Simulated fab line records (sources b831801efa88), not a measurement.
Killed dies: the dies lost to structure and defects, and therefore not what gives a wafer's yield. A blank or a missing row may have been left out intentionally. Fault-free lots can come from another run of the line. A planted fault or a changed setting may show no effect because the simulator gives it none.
2 desks looking at one fault | flow sky130 | each desk holds nothing but its own numbers, with what lay behind them at the end

## METROLOGY DESK
What the gauges read, lot by lot, whatever tool the lot ran on: means of the sampled wafers that have a number. Any lot whose mean is over 4 standard deviations away from the usual mean is out of limits and marked OUT; that distance is given in the brackets.
Columns: A = METAL2_ALCU_RS at SKY_METAL2_RS_MEAS_05, usual 0.1272 ohm/sq
lot  | first seen here | A
L825 | day 35 07:25    | 0.1266
L827 | day 36 04:41    | 0.1275
L830 | day 36 21:46    | 0.1266
L831 | day 37 09:14    | 0.1288
L834 | day 38 02:53    | 0.1266
L836 | day 38 20:06    | 0.1312
L837 | day 39 00:10    | 0.1257
L843 | day 41 00:53    | 0.1259
L844 | day 41 06:50    | 0.1269
Finding of this desk: none of the 9 lots has anything out of limits.

## AT THE TOOL OWNER'S DESK: rie_metal-01
The tool's own readings at SKY_METAL2_ETCH_18 (etches BARC in N2/H2, stops on SiO2, time 45.9 s, target depth 60 nm): means of the sampled wafers that have a number, for each lot that ran on this tool. Any lot whose mean is over 4 standard deviations away from the usual mean is out of limits and marked OUT; that distance is given in the brackets.
Columns: A = bias_w at SKY_METAL2_ETCH_18, usual 100.02 W; B = chamber_pressure_mTorr at SKY_METAL2_ETCH_18, usual 29.998 mTorr; C = drypump_motor_current_A at SKY_METAL2_ETCH_18, usual 6.1 A; D = oes_product_au at SKY_METAL2_ETCH_18, usual 0.855 a.u.; E = throttle_valve_pct at SKY_METAL2_ETCH_18, usual 13.226 %
lot  | first seen here | A     | B      | C   | D     | E
L825 | day 36 10:03    | 99.89 | 30.002 | 6.2 | 0.852 | 13.230
L827 | day 37 07:24    | 99.69 | 29.986 | 6.2 | 0.855 | 13.225
L836 | day 39 20:27    | 99.87 | 29.970 | 6.2 | 0.856 | 13.228
L837 | day 40 01:24    | 99.83 | 29.988 | 6.4 | 0.851 | 13.227
Finding of this desk: none of the 4 lots has anything out of limits.

## ALL TOGETHER
Metrology desk: nothing out of limits seen.
The tool owner's desk saw nothing out of limits.

## WHAT THE SIMULATOR PUT IN
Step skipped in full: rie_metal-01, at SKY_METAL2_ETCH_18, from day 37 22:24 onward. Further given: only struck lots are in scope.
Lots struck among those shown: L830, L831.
